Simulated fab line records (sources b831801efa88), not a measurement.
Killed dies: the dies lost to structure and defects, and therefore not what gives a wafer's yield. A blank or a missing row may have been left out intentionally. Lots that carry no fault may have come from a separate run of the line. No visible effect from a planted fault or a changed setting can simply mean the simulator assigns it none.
Which tool did it? | flow sky130 | 11 lots with 30 wafers sampled at 3 steps, on a route of 708 steps

WHAT THE GAUGES READ, wafer by wafer
SKY_LOCAL_INTERCONNECT_CD_MEAS_11: the cd target is 170 nm. Usual: cd nm at 169.8 nm, with a standard deviation of 1.7.
lot  | measured     | on        | cd nm (nm)        | flag
L438 | day 31 02:25 | cd sem-02 | 169.8 170.1 168.6 |
L444 | day 32 17:49 | cd sem-01 | 169.1 167.3 169.7 |
L442 | day 32 20:08 | cd sem-01 | 171.7 172.5 172.0 |
L446 | day 33 14:52 | cd sem-02 | 169.1 169.4 168.8 |
L448 | day 34 02:40 | cd sem-02 | 170.3 169.7 170.4 |
L450 | day 34 12:13 | cd sem-01 | 170.4 170.2 171.5 |
L457 | day 36 18:08 | cd sem-01 | 170.4 169.8       |
L458 | day 36 20:02 | cd sem-02 | 165.6 166.9       |
L460 | day 37 03:19 | cd sem-02 | 172.1 170.7 171.6 |
L459 | day 37 07:07 | cd sem-02 | 172.3 171.0       |
L461 | day 37 10:08 | cd sem-02 | 167.0 166.8 165.9 |

EACH LOT AND THE TOOL THAT RAN IT (in order: tool; ch and the chambers of the sampled wafers; start)
lot  | SKY_SD_P_STRIP_10                    | SKY_LI_CONTACT_CMP_02
L438 | plasma asher-04 ch 0,1, day 26 06:29 | cmp-02 ch 0,1,3, day 28 17:26
L444 | plasma asher-03 ch 0,1, day 27 23:15 | cmp-01 ch 0,1,3, day 30 09:47
L442 | plasma asher-04 ch 0,1, day 28 00:57 | cmp-01 ch 1,2, day 30 10:27
L446 | plasma asher-04 ch 0,1, day 28 23:04 | cmp-02 ch 0,2,3, day 31 07:48
L448 | plasma asher-03 ch 0, day 29 11:15   | cmp-02 ch 0,2, day 31 20:17
L450 | plasma asher-03 ch 0,1, day 29 21:40 | cmp-01 ch 1,2,3, day 32 05:41
L457 | plasma asher-01 ch 1, day 32 04:22   | cmp-02 ch 0,1, day 34 11:10
L458 | plasma asher-03 ch 0,1, day 32 07:03 | cmp-02 ch 0,2, day 34 13:14
L460 | plasma asher-04 ch 0,1, day 32 14:15 | cmp-01 ch 1,2, day 34 21:20
L459 | plasma asher-03 ch 0,1, day 32 19:31 | cmp-01 ch 1,2, day 35 01:33
L461 | plasma asher-04 ch 0,1, day 32 22:21 | cmp-01 ch 1,3, day 35 04:44
- SKY_SD_P_STRIP_10: strips in O2/N2.
- SKY_LI_CONTACT_CMP_02: polishes PSG.

AS READ BY THE TOOLS THEMSELVES (means over the sampled wafers that have a number; for cases with no such wafer, the mark the record gives instead)
SKY_SD_P_STRIP_10. Usual: drypump motor current A 5.6 A, standard deviation 0.46; oes product au 0.617 a.u., standard deviation 0.0046; strip time to endpoint s 17.49 s, standard deviation 0.041.
lot  | tool            | drypump motor current A (A) | oes product au (a.u.) | strip time to endpoint s (s) | flag
L438 | plasma asher-04 | 5.7                         | 0.612                 | 17.52                        |
L444 | plasma asher-03 | 5.8                         | 0.618                 | 17.52                        |
L442 | plasma asher-04 | 5.3                         | 0.621                 | 17.55                        |
L446 | plasma asher-04 | 5.6                         | 0.619                 | 17.49                        |
L448 | plasma asher-03 | 6.2                         | 0.613                 | 17.47                        |
L450 | plasma asher-03 | 6.0                         | 0.615                 | 17.45                        |
L457 | plasma asher-01 | 4.9                         | 0.625                 | 17.48                        |
L458 | plasma asher-03 | 5.9                         | 0.623                 | 17.51                        |
L460 | plasma asher-04 | 5.6                         | 0.617                 | 17.50                        |
L459 | plasma asher-03 | 5.9                         | 0.615                 | 17.46                        |
L461 | plasma asher-04 | 5.3                         | 0.609                 | 17.50                        |

SKY_LI_CONTACT_CMP_02. Usual: motor current A 12.1 A, standard deviation 1.4; time to endpoint s 30 s, standard deviation 3.1.
lot  | tool   | motor current A (A) | time to endpoint s (s) | flag
L438 | cmp-02 | 12.2                | 36                     |
L444 | cmp-01 | 12.9                | 30                     |
L442 | cmp-01 | 12.8                | 29                     |
L446 | cmp-02 | 11.2                | 33                     |
L448 | cmp-02 | 10.9                | 29                     |
L450 | cmp-01 | 13.5                | 26                     |
L457 | cmp-02 | 11.1                | 33                     |
L458 | cmp-02 | 10.8                | 32                     |
L460 | cmp-01 | 13.1                | 27                     |
L459 | cmp-01 | 12.8                | 29                     |
L461 | cmp-01 | 13.9                | 29                     |

THE ANSWER, worked out from the rows above alone
Rule: a lot is off if the mean of its wafers that have a number lies more than 3 standard deviations from the usual mean. A lot without any number at a reading at which 4 lots or more have one is off too. The other lots that the step has rows for count as sound. First the gauges in route order, then the tools' own readings, where a lot's mean is used as printed above. At the first step where some lot is off, the reading lying furthest off is the one used; lots without a number count as furthest.
Across all readings shown, no lot is off: no conclusion can be drawn from this.

WHAT THE SIMULATOR HAD INSERTED
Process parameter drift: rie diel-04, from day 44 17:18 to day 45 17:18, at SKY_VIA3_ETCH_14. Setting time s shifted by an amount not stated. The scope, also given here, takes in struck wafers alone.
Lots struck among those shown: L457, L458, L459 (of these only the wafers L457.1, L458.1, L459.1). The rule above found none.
